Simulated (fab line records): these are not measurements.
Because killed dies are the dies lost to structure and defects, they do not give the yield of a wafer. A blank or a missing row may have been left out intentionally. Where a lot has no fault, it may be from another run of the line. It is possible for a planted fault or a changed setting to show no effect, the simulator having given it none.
Which tool was responsible? ; flow sky130 ; 36 wafers from 12 lots sampled at 4 of the route's 708 steps

WHAT THE GAUGES READ, wafer by wafer
SKY_FIELD_ISO_CD_MEAS_13: target cd 150 nm. Usual: cd nm reads 150.3 nm (standard deviation 1.1).
lot;measured;on;cd nm (nm);flag
L590;day 2 10:41;cd sem-02;151.2 150.2 150.3;
L592;day 2 21:35;cd sem-01;149.3 150.5 149.3;
L593;day 3 03:38;cd sem-02;151.6 151.4 152.0;
L594;day 3 06:50;cd sem-01;149.6 151.8 151.5;
L596;day 3 17:28;cd sem-02;149.5 149.3 150.2;
L597;day 3 21:47;cd sem-02;149.3 150.0 148.8;
L599;day 4 09:49;cd sem-01;150.4 150.6 151.5;
L600;day 4 13:47;cd sem-01;150.1 150.8 149.9;
L604;day 5 09:25;cd sem-01;150.8 151.7 150.5;
L607;day 6 05:23;cd sem-02;151.1 151.1 150.1;
L609;day 6 13:50;cd sem-01;148.2 148.4 148.5;
L612;day 7 04:47;cd sem-02;148.7 147.9 148.6;

SKY_VT_ADJUST_HVTR_TW_MEAS_11. Usual: VT_ADJUST_HVTR_TW typically reads 211.6, with standard deviation 1.1.
lot;measured;on;VT_ADJUST_HVTR_TW;flag
L590;day 9 20:10;film metro-01;212.0 212.0 213.2;
L592;day 10 08:46;film metro-03;210.9 210.8 209.4;
L593;day 10 17:11;film metro-02;213.9 214.3 213.4;
L594;day 10 21:08;film metro-01;212.4 213.4 213.2;
L596;day 11 14:59;film metro-02;212.0 210.3 211.0;
L597;day 11 15:56;film metro-01;168.4 169.4 168.9;OFF
L599;day 12 16:25;film metro-01;170.2 170.1 170.0;OFF
L600;day 13 04:34;film metro-02;170.1 169.5 169.5;OFF
L604;day 14 05:08;film metro-03;211.1 210.8 211.4;
L607;day 15 01:05;film metro-02;213.2 211.9 212.1;
L609;day 15 17:39;film metro-01;209.2 212.2 210.3;
L612;day 16 18:32;film metro-01;212.4 211.9 211.5;

WHICH TOOL RAN EACH LOT (tool, then ch and the chambers of the sampled wafers, then the start)
lot;SKY_PWDE_STRIP_09;SKY_VT_ADJUST_HVTR_IMPLANT_09
L590;plasma asher-03 ch 0,1, day 4 03:02;implanter-03 ch 0, day 9 19:56
L592;plasma asher-02 ch 0,1, day 4 13:02;implanter-02 ch 0, day 10 08:32
L593;plasma asher-04 ch 0,1, day 4 21:14;implanter-03 ch 0, day 10 16:47
L594;plasma asher-03 ch 0,1, day 4 23:30;implanter-04 ch 0, day 10 20:54
L596;plasma asher-04 ch 0,1, day 5 10:40;implanter-04 ch 0, day 11 14:44
L597;plasma asher-04 ch 0,1, day 5 14:41;implanter-04 ch 0, day 11 15:41
L599;plasma asher-02 ch 0,1, day 6 06:14;implanter-04 ch 0, day 12 16:12
L600;plasma asher-02 ch 0,1, day 6 16:14;implanter-04 ch 0, day 13 04:20
L604;plasma asher-03 ch 0,1, day 7 11:04;implanter-03 ch 0, day 14 04:53
L607;plasma asher-04 ch 0,1, day 8 02:52;implanter-02 ch 0, day 15 00:50
L609;plasma asher-04 ch 0,1, day 8 14:15;implanter-03 ch 0, day 15 17:25
L612;plasma asher-04 ch 0,1, day 9 09:17;implanter-02 ch 0, day 16 18:17
- SKY_PWDE_STRIP_09: strips in O2/N2.
- SKY_VT_ADJUST_HVTR_IMPLANT_09

WHAT THE TOOLS THEMSELVES READ (means of the sampled wafers that have a number; where no wafer has one, the mark that the record gives instead)
SKY_PWDE_STRIP_09. Usual: drypump motor current A 5.7 A, standard deviation 0.43; oes product au 0.723 a.u., standard deviation 0.0045; strip time to endpoint s 36.94 s, standard deviation 0.11.
lot;tool;drypump motor current A (A);oes product au (a.u.);strip time to endpoint s (s);flag
L590;plasma asher-03;5.0;0.722;36.94;
L592;plasma asher-02;5.7;0.725;36.84;
L593;plasma asher-04;6.0;0.728;37.06;
L594;plasma asher-03;5.2;0.723;37.07;
L596;plasma asher-04;6.0;0.719;37.09;
L597;plasma asher-04;6.1;0.724;36.87;
L599;plasma asher-02;5.8;0.723;37.11;
L600;plasma asher-02;5.8;0.723;36.89;
L604;plasma asher-03;5.0;0.720;36.98;
L607;plasma asher-04;6.0;0.724;36.77;
L609;plasma asher-04;6.0;0.721;36.96;
L612;plasma asher-04;6.0;0.724;36.84;

SKY_VT_ADJUST_HVTR_IMPLANT_09. Usual: dose ions cm2 2.1001e+12, standard deviation 2.4e+09; faraday current uA 11.85, standard deviation 0.23.
lot;tool;dose ions cm2;faraday current uA;flag
L590;implanter-03;2.1024e+12;11.89;
L592;implanter-02;2.1019e+12;11.90;
L593;implanter-03;2.0987e+12;11.87;
L594;implanter-04;2.0984e+12;12.16;
L596;implanter-04;2.0990e+12;11.83;
L597;implanter-04;9.3397e+11;5.27;OFF
L599;implanter-04;9.3553e+11;5.25;OFF
L600;implanter-04;9.3587e+11;5.29;OFF
L604;implanter-03;2.0997e+12;11.82;
L607;implanter-02;2.1036e+12;11.74;
L609;implanter-03;2.0975e+12;12.02;
L612;implanter-02;2.1028e+12;11.84;

THE ANSWER, worked out from the rows above alone
Rule: lot off if the mean of its wafers having a number is beyond 3 standard deviations from the usual mean. A lot without any number at a reading at which 4 lots or more have one is off too. The other lots that the step has rows for count as sound. The gauges are gone through in route order, then the tools' own readings, and for those a lot's mean is taken as printed above. At the first step where some lot is off, the reading lying furthest off is the one used; lots without a number count as furthest.
Off: L597, L599, L600, seen at SKY_VT_ADJUST_HVTR_TW_MEAS_11 (VT_ADJUST_HVTR_TW).
A tool fits if, at a process step before that reading, it ran every lot that is off, and no sound lot after the first of them. Not tried: the gauges at SKY_VT_ADJUST_HVTR_TW_MEAS_11; whatever is off there is also off at SKY_VT_ADJUST_HVTR_IMPLANT_09, on other tools, and gauge error can't account for it. One candidate fits, namely implanter-04 at SKY_VT_ADJUST_HVTR_IMPLANT_09. A fault onset in the window from L596 (day 11 14:44, its last sound lot) to L597 (day 11 15:41, its first lot off) fits.
The tool's own readings at SKY_VT_ADJUST_HVTR_IMPLANT_09 bear it out: on the lots that are off they differ by more than 5 times the standard deviation of the sound lots' means. dose ions cm2 reads 9.3512e+11 there against 2.1004e+12 on the sound lots; faraday current uA reads 5.27 there against 11.90 on the sound lots.

WHAT THE SIMULATOR PUT IN
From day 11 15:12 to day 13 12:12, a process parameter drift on implanter-04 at SKY_VT_ADJUST_HVTR_IMPLANT_09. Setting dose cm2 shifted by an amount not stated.
Struck lots among those shown: L597, L599, L600. This agrees with what the rule above found.
